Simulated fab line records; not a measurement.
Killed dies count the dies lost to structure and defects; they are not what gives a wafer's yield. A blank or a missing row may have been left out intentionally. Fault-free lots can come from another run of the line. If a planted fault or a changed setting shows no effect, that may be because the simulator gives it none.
Which tool did it? ; flow gf180mcu ; 11 lots, 33 wafers sampled, at 3 steps of a route of 602

== WHAT THE GAUGES READ, wafer by wafer ==
GF_PSD_TW_MEAS_11.
lot;measured;on;PSD_TW
L288;day 14 06:49;film_metro-02;3139 3143 3143
L294;day 16 07:09;film_metro-03;3214 3221 3213
L295;day 16 12:11;film_metro-01;3149 3160 3136
L296;day 17 01:22;film_metro-03;3193 3203 3202
L298;day 17 17:57;film_metro-02;3129 3143 3129
L299;day 18 01:39;film_metro-01;3121 3134 3117
L300;day 18 16:18;film_metro-02;3165 3141 3166
L302;day 19 04:57;film_metro-01;3491 3471 3464
L303;day 19 13:36;film_metro-03;3558 3556 3567
L304;day 19 20:55;film_metro-03;3202 3213 3205
L310;day 21 20:46;film_metro-03;3180 3199 3205

== EACH LOT AND THE TOOL THAT RAN IT (in order: tool; ch and the chambers of the sampled wafers; start) ==
lot;GF_PSD_IMPLANT_09;GF_PSD_STRIP_10
L288;implanter-03 ch 0, day 14 06:36;plasma_asher-01 ch 0,1, day 14 06:44
L294;implanter-04 ch 0, day 16 06:54;plasma_asher-02 ch 0,1, day 16 07:03
L295;implanter-04 ch 0, day 16 11:56;plasma_asher-02 ch 0,1, day 16 12:05
L296;implanter-01 ch 0, day 17 01:10;plasma_asher-01 ch 0,1, day 17 01:16
L298;implanter-04 ch 0, day 17 17:42;plasma_asher-02 ch 1, day 17 17:51
L299;implanter-01 ch 0, day 18 01:24;plasma_asher-04 ch 0,1, day 18 01:33
L300;implanter-04 ch 0, day 18 16:05;plasma_asher-02 ch 0,1, day 18 16:13
L302;implanter-04 ch 0, day 19 04:42;plasma_asher-02 ch 0,1, day 19 04:51
L303;implanter-04 ch 0, day 19 13:21;plasma_asher-02 ch 0,1, day 19 13:30
L304;implanter-01 ch 0, day 19 20:40;plasma_asher-01 ch 0,1, day 19 20:48
L310;implanter-01 ch 0, day 21 20:31;plasma_asher-04 ch 0,1, day 21 20:39
- GF_PSD_IMPLANT_09
- GF_PSD_STRIP_10: strips in O2/N2.

== THE ANSWER, worked out from the rows above alone ==
Rule: the lots themselves supply what counts as usual. The widest of any qualifying gaps counts: lots, ordered by their means at a reading, are off when they make up no more than a third of the lots, leave a main group of 4 or more, and stand apart from it by 3 or more times the standard deviation of that group's means. If all means in a main group match to the digits the tables above print for the reading, that group is not used. Also off: a lot with no number at a reading for which 4 or more lots have one. All remaining lots with rows at the step are treated as sound.
Off: L302, L303, seen at GF_PSD_TW_MEAS_11 (PSD_TW). Main group: mean 3169, sd 33.
If a tool, at a process step before that reading, ran all the lots that are off and no sound lot after the first of them, it fits. Those tools and the gauges at GF_PSD_TW_MEAS_11 are tried in the same way. Can't be told from this: 2 tools fit, implanter-04 at GF_PSD_IMPLANT_09, plasma_asher-02 at GF_PSD_STRIP_10.

== WHAT THE SIMULATOR HAD INSERTED ==
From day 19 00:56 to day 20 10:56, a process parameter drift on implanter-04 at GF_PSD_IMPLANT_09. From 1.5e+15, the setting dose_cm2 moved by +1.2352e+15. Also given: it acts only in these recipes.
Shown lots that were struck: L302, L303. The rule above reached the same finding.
